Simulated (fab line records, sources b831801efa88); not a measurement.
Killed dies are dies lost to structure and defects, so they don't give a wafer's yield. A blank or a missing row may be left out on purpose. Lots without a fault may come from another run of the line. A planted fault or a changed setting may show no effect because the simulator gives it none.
Chamber matching | flow gf180mcu | GF_V3_CMP_04 on cmp-02: 4 sister chambers
The step polishes SiO2. 4 wafers are shown with their chamber, then 8 later ones without.

WAFERS WITH THEIR CHAMBER
wafer  | chamber | motor_current_A (A)
L974.4 | 2       | 11.2
L978.2 | 3       | 10.2
L978.5 | 1       | 10.9
L981.2 | 0       | 13.3

WAFERS WITHOUT THEIR CHAMBER
wafer  | motor_current_A (A)
L981.4 | 11.4
L981.5 | 13.4
L993.1 | 11.4
L993.4 | 13.3
L993.6 | 10.6
L995.2 | 9.7
L995.5 | 10.1
L995.6 | 13.5

WHICH CHAMBER EACH WENT THROUGH
wafer  | from the rows above          | in truth
L981.4 | can't be placed: 2 or 1      | 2
L981.5 | 0                            | 0
L993.1 | can't be placed: 2 or 1      | 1
L993.4 | 0                            | 0
L993.6 | can't be placed: 1 or 3 or 2 | 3
L995.2 | 3                            | 3
L995.5 | 3                            | 3
L995.6 | 0                            | 0
Placed correctly: 5 of 8. Can't be placed from these rows: 3 (the true chamber is among the candidates in 3). Placed wrongly: 0.
How it was worked out, from the rows above alone: a wafer's distance from a chamber is the root of the sum, over the readings, of the square of ((its reading less the chamber's mean) divided by the reading's scatter). The wafer belongs to the nearest chamber; if the next one is less than 2 further off, it can't be placed. A chamber's mean is the mean of its shown wafers. The scatter: with one shown wafer a chamber, the root of the mean of the squares of how far each hidden wafer lies from its nearest shown one.
